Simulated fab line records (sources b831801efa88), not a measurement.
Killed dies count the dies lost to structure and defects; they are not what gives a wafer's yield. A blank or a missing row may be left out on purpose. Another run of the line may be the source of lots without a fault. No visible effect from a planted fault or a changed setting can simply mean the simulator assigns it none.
fab line records | flow sky130
record: lots: 6 wafers: 18 lastDay: 50
route steps=708 shown SD_N@352 SD_P@359 RES_XHIGH@360 SALICIDE@361 LI_CONTACT@362
lots with no fault: from the same line, run without faults
startH: the number of hours between the record's first day and the start of the first shown wafer of the lot | waitH: time in hours since the lot's previous step | " unchanged from the row above | L1.1+2: one row covering several wafers at once | - no value, or no start was given | * or withheld: withheld | < > ~ a bound
route shown NAME@n: a module of which the file shows steps, and the number in the route of the first | usual: the fault-free wafers' mean and standard deviation | same: alike in all rows | chamber/n: place in a boat | sites: the reading at each site | _std_site: standard deviation of those values | _edge_site: the outer-site mean with the inner-site mean subtracted | radiusMm: how far each site lies from the wafer's centre | mask NAME#n: copy n | behind: the most recent tool/chamber to have shaped the wafer | hold: the reason the lot was held/the length of the hold in hours/how it ended | device: names the non-switching transistor (n, p or np) | end of line: tests run on the same wafers once the route is complete | a step without rows: its recipe alone | killed: count of dies lost to structure and defects at first sort (not the wafer's yield) | map: dies across one wafer; x = killed, . = not, _ = none there
set.NAME: setting as actually run; set.NAME@STEP: the setting as run at that earlier step | model.NAME: the simulator's own value behind a step, which no gauge read
a table for each step, a row for each wafer; lots at some steps of the route
services: from which hour (startH, from the record's first day; less than 0 if before it) a tool's chamber was out of use, for how many hours, and why
== steps ==
step: SKY_SD_N_IMPLANT_10
recipe: species: P energyKev: 20 doseCm2: 1e+14 tiltDeg: 0
step: SKY_SD_N_STRIP_11
recipe: chemistry: O2/N2 powerW: 1400 pressureMtorr: 1500 platenTempC: withheld o2FlowSccm: 3000 n2FlowSccm: 300 overashFraction: 0.5
usual: drypumpMotorCurrentA: 6.0/0.43 oesProductAu: 0.527/0.0049 stripTimeToEndpointS: 22.52/0.046
columns lot.wafer tool chamber startH waitH drypumpMotorCurrentA oesProductAu rfHoursCounterH stripTimeToEndpointS
L823.1 plasmaAsher-01 1 653.64 0.1 6.1 0.529 50 22.52
L823.5 " 1 " " 6.1 0.530 - 22.53
L823.6 " 0 " " 5.8 0.525 - 22.48
L825.2 plasmaAsher-02 1 667.39 0.1 6.5 0.527 98 22.48
L825.4 " 0 " " 6.2 0.525 - 22.55
L825.6 " 0 " " 6.3 0.536 - 22.56
L826.1 plasmaAsher-03 1 673.34 0.1 5.7 0.521 22 22.50
L826.3 " 0 " " 5.2 0.528 - 22.54
L826.6 " 1 " " 5.7 0.530 - 22.57
L838.3 plasmaAsher-02 0 765.72 0.1 6.3 0.523 - 22.56
L838.4 " 1 " " 6.5 0.523 - 22.55
L838.6 " 1 " " 6.5 0.526 - 22.51
L840.2 plasmaAsher-03 0 782.69 0.1 5.2 0.524 33 22.53
L840.4 " 1 " " 5.7 0.526 - 22.50
L840.5 " 1 " " 5.7 0.527 - 22.48
L843.1 plasmaAsher-02 1 808.54 0.1 6.5 0.524 7 22.53
L843.3 " 1 " " 6.5 0.521 - 22.48
L843.4 " 0 " " 6.2 0.530 - 22.58
step: SKY_SD_N_TW_MEAS_12
usual: SD_N_TW: 3983/41
columns lot.wafer tool chamber startH waitH SD_N_TW
L823.1 filmMetro-03 - 653.74 0.1 3978
L823.5 " - " " 3990
L823.6 " - " " 3998
L825.2 filmMetro-02 - 667.50 0.1 4018
L825.4 " - " " 4017
L825.6 " - " " 4008
L826.1 filmMetro-04 - 673.44 0.1 3954
L826.3 " - " " 3947
L826.6 " - " " 3973
L838.3 filmMetro-02 - 765.81 0.1 4027
L838.4 " - " " 4015
L838.6 " - " " 4028
L840.2 filmMetro-04 - 782.80 0.1 3956
L840.4 " - " " 3942
L840.5 " - " " 3929
L843.1 filmMetro-02 - 808.64 0.1 4012
L843.3 " - " " 4025
L843.4 " - " " 3999
step: SKY_SD_N_CLEAN_13
recipe: chemistry: SC1/SC2 mix: 1:4:20 tempC: 70 timeS: 150 dry: n2Spin
step: SKY_SD_N_RTA_14
recipe: tempC: 1075 timeS: 2 idleTempC: 650 rampUpCPerS: 150 rampDownCPerS: 90 ambient: N2
usual: lampPowerPct: 15.74/0.053 wafer_temp_C_max: 1078.0/1.3
columns lot.wafer tool chamber startH waitH lampPowerPct wafer_temp_C_max
L823.1 rtpAnneal-01 0 653.85 0.0 15.75 1077.5
L823.5 " 0 " " 15.73 1079.1
L823.6 " 0 " " 15.78 1077.3
L825.2 rtpAnneal-01 0 667.60 0.0 15.73 1077.4
L825.4 " 0 " " 15.75 1076.1
L825.6 " 0 " " 15.81 1077.4
L826.1 rtpAnneal-02 0 673.55 0.0 15.78 1077.6
L826.3 " 0 " " 15.75 1077.5
L826.6 " 0 " " 15.71 1077.4
L838.3 rtpAnneal-02 0 765.91 0.0 15.80 1077.3
L838.4 " 0 " " 15.68 1079.5
L838.6 " 0 " " 15.69 1079.1
L840.2 rtpAnneal-02 0 782.92 0.0 15.69 1078.0
L840.4 " 0 " " 15.68 1078.2
L840.5 " 0 " " 15.82 1076.6
L843.1 rtpAnneal-01 0 808.75 0.0 15.68 1078.5
L843.3 " 0 " " 15.76 1077.5
L843.4 " 0 " " 15.68 1078.4
step: SKY_SD_N_RS_MEAS_16
recipe: thkMeasGauge: four-point-probe
usual: SD_N_RS: 68.47/0.12
columns lot.wafer tool chamber startH waitH SD_N_RS[ohm/sq]
L823.1 filmMetro-04 - 654.02 0.1 68.43
L823.5 " - " " 68.57
L823.6 " - " " 68.45
L825.2 filmMetro-03 - 667.79 0.1 68.56
L825.4 " - " " 68.62
L825.6 " - " " 68.55
L826.1 filmMetro-02 - 673.73 0.1 68.32
L826.3 " - " " 68.48
L826.6 " - " " 68.51
L838.3 filmMetro-04 - 766.11 0.1 68.30
L838.4 " - " " 68.29
L838.6 " - " " 68.50
L840.2 filmMetro-03 - 783.10 0.1 68.44
L840.4 " - " " 68.44
L840.5 " - " " 68.42
L843.1 filmMetro-02 - 808.92 0.1 68.43
L843.3 " - " " 68.62
L843.4 " - " " 68.37
step: SKY_SD_N_RS_MEAS_17
recipe: thkMeasGauge: four-point-probe
usual: SD_P_RS: 146.9/0.35
columns lot.wafer tool chamber startH waitH SD_P_RS[ohm/sq]
L823.1 filmMetro-04 - 654.14 0.1 147.1
L823.5 " - " " 147.3
L823.6 " - " " 147.0
L825.2 filmMetro-03 - 667.91 0.1 146.9
L825.4 " - " " 147.1
L825.6 " - " " 147.3
L826.1 filmMetro-02 - 673.85 0.1 146.8
L826.3 " - " " 146.9
L826.6 " - " " 147.1
L838.3 filmMetro-04 - 766.23 0.1 146.5
L838.4 " - " " 146.7
L838.6 " - " " 146.9
L840.2 filmMetro-03 - 783.22 0.1 147.0
L840.4 " - " " 146.6
L840.5 " - " " 146.5
L843.1 filmMetro-02 - 809.04 0.1 146.8
L843.3 " - " " 146.9
L843.4 " - " " 146.6
step: SKY_SD_N_RS_MEAS_18
recipe: thkMeasGauge: four-point-probe
usual: RES_XHIGH_RS: 333.2/1.1
columns lot.wafer tool chamber startH waitH RES_XHIGH_RS[ohm/sq]
L823.1 filmMetro-04 - 654.26 0.1 334.0
L823.5 " - " " 333.1
L823.6 " - " " 333.1
L825.2 filmMetro-03 - 668.03 0.1 334.3
L825.4 " - " " 333.9
L825.6 " - " " 331.4
L826.1 filmMetro-02 - 673.97 0.1 334.0
L826.3 " - " " 333.2
L826.6 " - " " 333.5
L838.3 filmMetro-04 - 766.35 0.1 334.4
L838.4 " - " " 332.3
L838.6 " - " " 334.1
L840.2 filmMetro-03 - 783.34 0.1 335.3
L840.4 " - " " 335.2
L840.5 " - " " 334.6
L843.1 filmMetro-02 - 809.16 0.1 332.4
L843.3 " - " " 331.8
L843.4 " - " " 332.0
step: SKY_SALICIDE_CLEAN_00
recipe: chemistry: HF-last timeS: 30 dilution: 100:1 dry: ipaMarangoni
step: SKY_LI_CONTACT_HDPCVD_00
recipe: material: PSG targetThkNm: 930 sigmaOpenFrac: 0.3 timeS: 155 tempC: 600 sih4FlowSccm: 60 pressureMtorr: 6
step: SKY_LI_CONTACT_THK_MEAS_01
recipe: reads: PSG_of_LI_CONTACT_HDPCVD_00
usual: LI_CONTACT_HDPCVD_THK: 929/11
columns lot.wafer tool chamber startH waitH LI_CONTACT_HDPCVD_THK[nm]
L823.1 filmMetro-04 - 654.51 0.1 929
L823.5 " - " " 927
L823.6 " - " " 926
L825.2 filmMetro-02 - 668.27 0.1 925
L825.4 " - " " 927
L825.6 " - " " 934
L826.1 filmMetro-02 - 674.20 0.1 937
L826.3 " - " " 936
L826.6 " - " " 942
L838.3 filmMetro-02 - 766.57 0.1 941
L838.4 " - " " 932
L838.6 " - " " 915
L840.2 filmMetro-02 - 783.57 0.1 916
L840.4 " - " " 927
L840.5 " - " " 906
L843.1 filmMetro-03 - 809.40 0.1 927
L843.3 " - " " 909
L843.4 " - " " 924
step: SKY_LI_CONTACT_CMP_02
recipe: material: PSG downForcePsi: 4 platenRpm: 60 padVelocityMS: 0.94248
usual: motorCurrentA: 12.7/1.1 timeToEndpointS: 30.2/2.4
columns lot.wafer tool chamber startH waitH motorCurrentA timeToEndpointS
L823.1 cmp-01 3 654.67 0.1 11.4 29.0
L823.5 " 1 " " 12.5 28.0
L823.6 " 2 " " 12.1 30.8
L825.4 cmp-01 0 668.32 0.0 14.7 17.0
L825.2 " 3 " " 11.5 17.1
L825.6 " 1 " " 13.3 14.4
L826.1 cmp-01 2 674.26 0.1 12.5 17.0
L826.3 " 0 " " 14.5 14.6
L826.6 " 2 " " 13.0 17.9
L838.3 cmp-02 3 766.66 0.1 12.6 35.2
L838.4 " 1 " " 11.8 33.4
L838.6 " 2 " " 12.0 28.1
L840.2 cmp-02 0 783.67 0.1 14.2 31.9
L840.4 " 2 " " 11.5 29.1
L840.5 " 3 " " 12.0 30.9
L843.1 cmp-02 1 809.51 0.1 11.0 29.7
L843.4 " 2 " " 11.7 27.9
L843.3 " 3 " " 13.2 25.6
step: SKY_LI_CONTACT_BOW_MEAS_03
recipe: mode: bow
usual: LI_CONTACT_BOW: 55/6.7
columns lot.wafer tool chamber startH waitH LI_CONTACT_BOW[um]
L823.1 filmMetro-04 - 654.87 0.1 47
L823.5 " - " " 44
L823.6 " - " " 40
L825.2 filmMetro-04 - 668.64 0.1 57
L825.4 " - " " 52
L825.6 " - " " 54
L826.1 filmMetro-02 - 674.56 0.2 58
L826.3 " - " " 55
L826.6 " - " " 73
L838.3 filmMetro-03 - 766.95 0.2 62
L838.4 " - " " 59
L838.6 " - " " 54
L840.2 filmMetro-02 - 783.94 0.2 50
L840.4 " - " " 60
L840.5 " - " " 60
L843.1 filmMetro-02 - 809.76 0.2 60
L843.3 " - " " 52
L843.4 " - " " 55
== services ==
columns tool chamber startH hours kind
cmp-01 - 645.46 2.4 repair
cmp-01 - 646.56 0.9 repair
cmp-02 - 654.01 1.0 repair
rtpAnneal-01 - 655.75 5.6 pm
cmp-01 - 656.32 12.0 pm
cmp-01 - 678.89 1.0 repair
cmp-01 - 680.39 0.8 repair
cmp-02 - 685.71 0.4 repair
cmp-01 - 700.86 4.8 pm
cmp-01 - 712.46 4.2 repair
cmp-02 - 725.05 5.5 repair
plasmaAsher-02 - 733.75 9.0 pm
plasmaAsher-01 - 741.95 15.6 pm
cmp-02 - 744.00 4.0 pm
plasmaAsher-03 - 744.24 3.9 repair
cmp-01 - 747.36 2.3 repair
rtpAnneal-02 - 749.02 1.6 repair
plasmaAsher-03 - 749.64 1.1 repair
plasmaAsher-02 - 756.03 2.2 repair
plasmaAsher-02 - 759.13 0.8 repair
cmp-02 - 767.86 0.8 repair
plasmaAsher-03 - 767.87 2.1 repair
plasmaAsher-03 - 786.20 2.8 pm
plasmaAsher-02 - 801.16 1.8 repair
== key ==
firstSign: step: SKY_LI_CONTACT_CMP_02 reading: timeToEndpointS direction: down sigmas: 5.8 usual: * struck: *
effect none on later readings
metAt SKY_LI_CONTACT_CMP_02
struckWafers L825.2,L825.4,L825.6,L826.1,L826.3,L826.6
sortLeftOut L826.1,L826.3,L826.6
testerLeftOut L825,L826
onsetBetween 654.67 668.32
fault: kind: processParameterDrift tool: cmp-01 chamber: - onsetH: 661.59 steps: SKY_LI_CONTACT_CMP_02 channel: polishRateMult offset: 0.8 shape: step endH: 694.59
testerLeftOut: of these lots the tester's yield and bins aren't shown, on N5 and GAA mostly nor the transistor test; their killed dies are dies lost to structure and defects alone, not to doping, threshold or leakage, so they don't give the yield
sortLeftOut: the simulated sort isn't trusted on such a fault, so these wafers' sort isn't shown, and their yield isn't known
